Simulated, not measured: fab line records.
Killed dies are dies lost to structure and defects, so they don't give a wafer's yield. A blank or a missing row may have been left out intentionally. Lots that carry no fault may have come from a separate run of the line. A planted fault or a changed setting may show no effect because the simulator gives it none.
Comparing a struck lot with a sound one :: flow sky130 :: 18 out of 708 route steps
Sound: wafers L861.4, L861.5, L861.6. Struck: wafer L871.3. (L871.1, L871.5 of the same lot were not struck and are left out.) The cause comes at the end.
At each step with rows: each side's tool, then ch and its chambers, then its first start. Under that, the readings that differ: sound wafers :: struck wafers :: difference of the means :: sigmas: that difference in standard deviations of wafers without a fault.
alike: readings with means less than 2 such deviations apart, plus words and numbers identical on both sides. not compared: withheld readings, readings lacking a value on some wafer, bounds such as >300 that could conceal the same value, and numbers that have no deviation in the record and whose values overlap.
Wherever a step has rows on one side only, a row that says differs or no value, or a row with sigmas, the two part there. When numbers do not overlap yet have no deviation, they are printed without sigmas and do not part them. A reading that every wafer of one side lacks parts them only if that side has two wafers or more.

first, 4 steps without rows for these wafers: SKY_VT_ADJUST_LVTN_SOFTBAKE_14 (time 60 s); SKY_VT_ADJUST_LVTN_EXPOSE_15 (exposes mask HVN STD DERIVED, target cd 600 nm); SKY_VT_ADJUST_LVTN_PEB_16; SKY_VT_ADJUST_LVTN_DEVELOP_17 (develop time 60 s).
SKY_VT_ADJUST_LVTN_OVL_MEAS_18:
  sound: overlay-01 at day 8 14:27; struck: overlay-01 at day 11 07:47
  alike: VT_ADJUST_LVTN_01_OVL
following that, these wafers have no rows for 1 step: SKY_VT_ADJUST_LVTN_IMPLANT_19.
SKY_VT_ADJUST_LVTN_STRIP_20: strips in O2/N2.
  sound on plasma-asher-04 ch 0,1, day 8 14:39; struck on plasma-asher-04 ch 0, day 11 07:59
  alike: drypump-motor-current-A, oes-product-au, strip-time-to-endpoint-s
  not compared: rf-hours-counter-h
SKY_VT_ADJUST_LVTN_TW_MEAS_21:
  sound: film-metro-03 at day 8 14:45; struck: film-metro-02 at day 11 08:05
reading: VT_ADJUST_LVTN_2_TW
sound: 189.7 190.4 189.0
struck: 186.1
difference: -3.6
sigmas: -2
then, 4 steps without rows for these wafers: SKY_VT_ADJUST_NCORE_DEHYDRATE_00 (time 60 s); SKY_VT_ADJUST_NCORE_HMDS_01 (prime time 60 s); SKY_VT_ADJUST_NCORE_COAT_02 (resist thk 1140 nm); SKY_VT_ADJUST_NCORE_SOFTBAKE_03 (time 60 s).
SKY_VT_ADJUST_NCORE_EXPOSE_04: exposes mask LVTN COMPLEMENT THIN, target cd 380 nm.
  sound on iline-stepper-01 ch 0, day 9 00:46; struck on iline-stepper-01 ch 0, day 11 19:26
  alike: mask
then, 2 steps without rows for these wafers: SKY_VT_ADJUST_NCORE_PEB_05; SKY_VT_ADJUST_NCORE_DEVELOP_06 (develop time 60 s).
SKY_VT_ADJUST_NCORE_CD_MEAS_07 targets a cd of 380 nm.
  sound: cd-sem-01 at day 9 11:55; struck: cd-sem-02 at day 12 07:22
reading: cd-nm (nm)
sound: 378.8 378.3 381.5
struck: 368.7
difference: -10.8
sigmas: -5
SKY_VT_ADJUST_NCORE_OVL_MEAS_08:
  sound: overlay-01 at day 9 11:59; struck: overlay-02 at day 12 07:29
  alike: VT_ADJUST_NCORE_OVL
following that, these wafers have no rows for 1 step: SKY_PAD_OPEN_PROBE_99.

WHERE THEY PART
First at SKY_VT_ADJUST_LVTN_TW_MEAS_21; last, within this record, at SKY_VT_ADJUST_NCORE_CD_MEAS_07. Later steps at which nothing parts them and some readings are alike: SKY_VT_ADJUST_NCORE_OVL_MEAS_08.

WHY: the cause the simulator had injected
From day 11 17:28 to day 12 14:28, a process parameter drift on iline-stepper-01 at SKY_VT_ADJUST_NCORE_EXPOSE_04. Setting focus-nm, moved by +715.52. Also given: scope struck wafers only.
